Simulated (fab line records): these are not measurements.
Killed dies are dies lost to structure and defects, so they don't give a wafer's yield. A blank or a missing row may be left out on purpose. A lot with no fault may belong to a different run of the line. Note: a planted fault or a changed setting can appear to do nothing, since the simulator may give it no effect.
What tool caused it? / flow sky130 / 39 wafers from 13 lots sampled at 5 of the route's 708 steps

## WHAT EACH GAUGE READ, for each wafer
SKY_RES_PROTECT_TW_MEAS_08.
lot=L545; measured=day 15 06:09; on=film-metro-02; POLY_GATE_TW=3976 3999 3986
lot=L547; measured=day 15 17:55; on=film-metro-02; POLY_GATE_TW=3981 3964 3974
lot=L549; measured=day 16 14:21; on=film-metro-02; POLY_GATE_TW=4006 3994 3977
lot=L550; measured=day 16 20:07; on=film-metro-02; POLY_GATE_TW=3989 4000 3996
lot=L551; measured=day 17 05:56; on=film-metro-02; POLY_GATE_TW=3972 3976 3970
lot=L553; measured=day 17 17:04; on=film-metro-03; POLY_GATE_TW=4007 4006 3994
lot=L554; measured=day 18 04:47; on=film-metro-03; POLY_GATE_TW=4015 4009 3997
lot=L556; measured=day 19 01:24; on=film-metro-02; POLY_GATE_TW=3978 3987 3972
lot=L560; measured=day 20 15:29; on=film-metro-04; POLY_GATE_TW=4045 4034 4022
lot=L562; measured=day 21 22:07; on=film-metro-03; POLY_GATE_TW=3991 3981 3985
lot=L566; measured=day 22 22:26; on=film-metro-04; POLY_GATE_TW=4065 4075 4064
lot=L567; measured=day 23 04:40; on=film-metro-04; POLY_GATE_TW=4048 4046 4034
lot=L568; measured=day 23 17:13; on=film-metro-03; POLY_GATE_TW=3973 3955 3988

SKY_LDD_HVN_TW_MEAS_10.
lot=L545; measured=day 20 10:34; on=film-metro-02; LDD_HVN_TW=1421 1420 1425
lot=L547; measured=day 21 00:24; on=film-metro-01; LDD_HVN_TW=1444 1440 1433
lot=L549; measured=day 21 20:31; on=film-metro-03; LDD_HVN_TW=1418 1414 1422
lot=L550; measured=day 22 05:00; on=film-metro-03; LDD_HVN_TW=1433 1424 1426
lot=L551; measured=day 22 12:44; on=film-metro-03; LDD_HVN_TW=1427 1429 1422
lot=L553; measured=day 23 00:23; on=film-metro-03; LDD_HVN_TW=1425 1424 1416
lot=L554; measured=day 23 14:47; on=film-metro-03; LDD_HVN_TW=1414 1419 1415
lot=L556; measured=day 24 10:44; on=film-metro-02; LDD_HVN_TW=1421 1426 1417
lot=L560; measured=day 25 21:26; on=film-metro-03; LDD_HVN_TW=1429 1436 1436
lot=L562; measured=day 27 03:20; on=film-metro-01; LDD_HVN_TW=1444 1436 1438
lot=L566; measured=day 28 02:19; on=film-metro-01; LDD_HVN_TW=1430 1435 1434
lot=L567; measured=day 28 09:11; on=film-metro-03; LDD_HVN_TW=1442 1448 1438
lot=L568; measured=day 28 20:08; on=film-metro-03; LDD_HVN_TW=1436 1443 1441

SKY_RES_XHIGH_TW_MEAS_09.
lot=L545; measured=day 26 19:59; on=film-metro-01; RES_XHIGH_TW=1627 1639 1637
lot=L547; measured=day 27 09:28; on=film-metro-02; RES_XHIGH_TW=1635 1630 1641
lot=L549; measured=day 28 03:54; on=film-metro-01; RES_XHIGH_TW=1635 1631 1636
lot=L550; measured=day 28 11:46; on=film-metro-02; RES_XHIGH_TW=1627 1616 1627
lot=L551; measured=day 28 20:25; on=film-metro-02; RES_XHIGH_TW=1627 1629 1611
lot=L553; measured=day 29 05:10; on=film-metro-03; RES_XHIGH_TW=1620 1631 1623
lot=L554; measured=day 29 20:30; on=film-metro-03; RES_XHIGH_TW=1626 1637 1623
lot=L556; measured=day 30 13:28; on=film-metro-02; RES_XHIGH_TW=1622 1608 1615
lot=L560; measured=day 31 21:09; on=film-metro-02; RES_XHIGH_TW=1623 1632 1621
lot=L562; measured=day 33 00:57; on=film-metro-02; RES_XHIGH_TW=1627 1623 1624
lot=L566; measured=day 33 22:03; on=film-metro-02; RES_XHIGH_TW=1621 1628 1619
lot=L567; measured=day 34 04:49; on=film-metro-01; RES_XHIGH_TW=1637 1631 1637
lot=L568; measured=day 34 14:25; on=film-metro-02; RES_XHIGH_TW=1613 1615 1611

## WHICH TOOL RAN EACH LOT (tool, then ch and the chambers of the sampled wafers, then the start)
lot=L545; SKY_LDD_HVP_COAT_02=litho-track-03 ch 0, day 21 01:27; SKY_LDD_HVP_STRIP_09=plasma-asher-02 ch 0,1, day 21 17:26
lot=L547; SKY_LDD_HVP_COAT_02=litho-track-02 ch 0, day 21 15:12; SKY_LDD_HVP_STRIP_09=plasma-asher-02 ch 0,1, day 22 06:58
lot=L549; SKY_LDD_HVP_COAT_02=litho-track-02 ch 0, day 22 11:33; SKY_LDD_HVP_STRIP_09=plasma-asher-04 ch 0,1, day 23 02:56
lot=L550; SKY_LDD_HVP_COAT_02=litho-track-03 ch 0, day 22 19:51; SKY_LDD_HVP_STRIP_09=plasma-asher-04 ch 0,1, day 23 11:52
lot=L551; SKY_LDD_HVP_COAT_02=litho-track-02 ch 0, day 23 03:44; SKY_LDD_HVP_STRIP_09=plasma-asher-02 ch 0,1, day 23 19:53
lot=L553; SKY_LDD_HVP_COAT_02=litho-track-02 ch 0, day 23 15:11; SKY_LDD_HVP_STRIP_09=plasma-asher-04 ch 1, day 24 06:47
lot=L554; SKY_LDD_HVP_COAT_02=litho-track-01 ch 0, day 24 05:25; SKY_LDD_HVP_STRIP_09=plasma-asher-02 ch 0,1, day 24 21:14
lot=L556; SKY_LDD_HVP_COAT_02=litho-track-03 ch 0, day 25 01:13; SKY_LDD_HVP_STRIP_09=plasma-asher-04 ch 0,1, day 25 15:59
lot=L560; SKY_LDD_HVP_COAT_02=litho-track-03 ch 0, day 26 12:12; SKY_LDD_HVP_STRIP_09=plasma-asher-03 ch 0,1, day 27 03:11
lot=L562; SKY_LDD_HVP_COAT_02=litho-track-03 ch 0, day 27 17:37; SKY_LDD_HVP_STRIP_09=plasma-asher-04 ch 0,1, day 28 08:20
lot=L566; SKY_LDD_HVP_COAT_02=litho-track-02 ch 0, day 28 16:18; SKY_LDD_HVP_STRIP_09=plasma-asher-04 ch 0,1, day 29 06:50
lot=L567; SKY_LDD_HVP_COAT_02=litho-track-01 ch 0, day 28 23:34; SKY_LDD_HVP_STRIP_09=plasma-asher-02 ch 1, day 29 13:38
lot=L568; SKY_LDD_HVP_COAT_02=litho-track-01 ch 0, day 29 09:23; SKY_LDD_HVP_STRIP_09=plasma-asher-03 ch 0,1, day 29 23:49
- SKY_LDD_HVP_COAT_02: resist thk 300 nm.
- SKY_LDD_HVP_STRIP_09: strips in O2/N2.

## WHAT THE TOOLS THEMSELVES READ (means of the sampled wafers that have a number; where no wafer has one, the mark that the record gives instead)
SKY_LDD_HVP_COAT_02.
lot=L545; tool=litho-track-03; resist-line-temp-C (C)=22.86; spin-speed-rpm (rpm)=2999.5
lot=L547; tool=litho-track-02; resist-line-temp-C (C)=23.06; spin-speed-rpm (rpm)=3001.4
lot=L549; tool=litho-track-02; resist-line-temp-C (C)=22.95; spin-speed-rpm (rpm)=2999.0
lot=L550; tool=litho-track-03; resist-line-temp-C (C)=22.98; spin-speed-rpm (rpm)=3000.0
lot=L551; tool=litho-track-02; resist-line-temp-C (C)=22.75; spin-speed-rpm (rpm)=3000.5
lot=L553; tool=litho-track-02; resist-line-temp-C (C)=23.01; spin-speed-rpm (rpm)=3000.0
lot=L554; tool=litho-track-01; resist-line-temp-C (C)=23.04; spin-speed-rpm (rpm)=3002.7
lot=L556; tool=litho-track-03; resist-line-temp-C (C)=23.07; spin-speed-rpm (rpm)=2997.5
lot=L560; tool=litho-track-03; resist-line-temp-C (C)=22.95; spin-speed-rpm (rpm)=3092.6
lot=L562; tool=litho-track-03; resist-line-temp-C (C)=23.09; spin-speed-rpm (rpm)=3095.6
lot=L566; tool=litho-track-02; resist-line-temp-C (C)=23.01; spin-speed-rpm (rpm)=3000.4
lot=L567; tool=litho-track-01; resist-line-temp-C (C)=22.80; spin-speed-rpm (rpm)=3000.9
lot=L568; tool=litho-track-01; resist-line-temp-C (C)=22.97; spin-speed-rpm (rpm)=3000.7

SKY_LDD_HVP_STRIP_09.
lot=L545; tool=plasma-asher-02; drypump-motor-current-A (A)=5.49; oes-product-au (a.u.)=0.410; strip-time-to-endpoint-s (s)=4.130
lot=L547; tool=plasma-asher-02; drypump-motor-current-A (A)=5.49; oes-product-au (a.u.)=0.409; strip-time-to-endpoint-s (s)=4.132
lot=L549; tool=plasma-asher-04; drypump-motor-current-A (A)=5.60; oes-product-au (a.u.)=0.407; strip-time-to-endpoint-s (s)=4.140
lot=L550; tool=plasma-asher-04; drypump-motor-current-A (A)=5.60; oes-product-au (a.u.)=0.408; strip-time-to-endpoint-s (s)=4.133
lot=L551; tool=plasma-asher-02; drypump-motor-current-A (A)=5.51; oes-product-au (a.u.)=0.406; strip-time-to-endpoint-s (s)=4.118
lot=L553; tool=plasma-asher-04; drypump-motor-current-A (A)=5.39; oes-product-au (a.u.)=0.407; strip-time-to-endpoint-s (s)=4.129
lot=L554; tool=plasma-asher-02; drypump-motor-current-A (A)=5.50; oes-product-au (a.u.)=0.407; strip-time-to-endpoint-s (s)=4.141
lot=L556; tool=plasma-asher-04; drypump-motor-current-A (A)=5.48; oes-product-au (a.u.)=0.406; strip-time-to-endpoint-s (s)=4.098
lot=L560; tool=plasma-asher-03; drypump-motor-current-A (A)=5.60; oes-product-au (a.u.)=0.407; strip-time-to-endpoint-s (s)=4.059
lot=L562; tool=plasma-asher-04; drypump-motor-current-A (A)=5.57; oes-product-au (a.u.)=0.409; strip-time-to-endpoint-s (s)=4.078
lot=L566; tool=plasma-asher-04; drypump-motor-current-A (A)=5.59; oes-product-au (a.u.)=0.408; strip-time-to-endpoint-s (s)=4.133
lot=L567; tool=plasma-asher-02; drypump-motor-current-A (A)=5.52; oes-product-au (a.u.)=0.412; strip-time-to-endpoint-s (s)=4.159
lot=L568; tool=plasma-asher-03; drypump-motor-current-A (A)=5.61; oes-product-au (a.u.)=0.405; strip-time-to-endpoint-s (s)=4.160

## THE ANSWER, worked out from the rows above alone
Rule: the lots themselves supply what counts as usual. The widest of any qualifying gaps counts: lots, ordered by their means at a reading, are off when they make up no more than a third of the lots, leave a main group of 4 or more, and stand apart from it by 3 or more times the standard deviation of that group's means. Not used: any main group whose means are identical at the precision the tables above print for the reading. Also off: a lot with no number at a reading for which 4 or more lots have one. All remaining lots with rows at the step are treated as sound. After the gauges, taken in route order, come the tools' own readings; for these a lot's mean is taken, as printed above. The first step at which some lot is off is used, and at that step the reading that is off furthest; a lot without a number counts as furthest.
Off at SKY_LDD_HVP_COAT_02 (spin-speed-rpm): L560, L562. The main group has a mean of 3000.2 rpm with a standard deviation of 1.3.
A tool fits if, at that step or a process step before it, it ran every lot that is off, and no sound lot after the first of them. One candidate fits, namely litho-track-03 at SKY_LDD_HVP_COAT_02. Its last sound lot is L556 (day 25 01:13), its first lot that is off L560 (day 26 12:12): a fault that began between those two fits.
On the lots that are off, the tool's own readings at SKY_LDD_HVP_COAT_02 differ by more than 5 times the standard deviation of the sound lots' means, which bears it out; spin-speed-rpm reads 3094.1 rpm there versus 3000.2 rpm on the sound lots.

## WHAT THE SIMULATOR HAD PUT IN
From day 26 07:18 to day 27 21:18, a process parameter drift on litho-track-03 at SKY_LDD_HVP_COAT_02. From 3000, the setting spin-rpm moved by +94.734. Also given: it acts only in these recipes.
Struck lots among those shown: L560, L562. Same finding as the rule above.
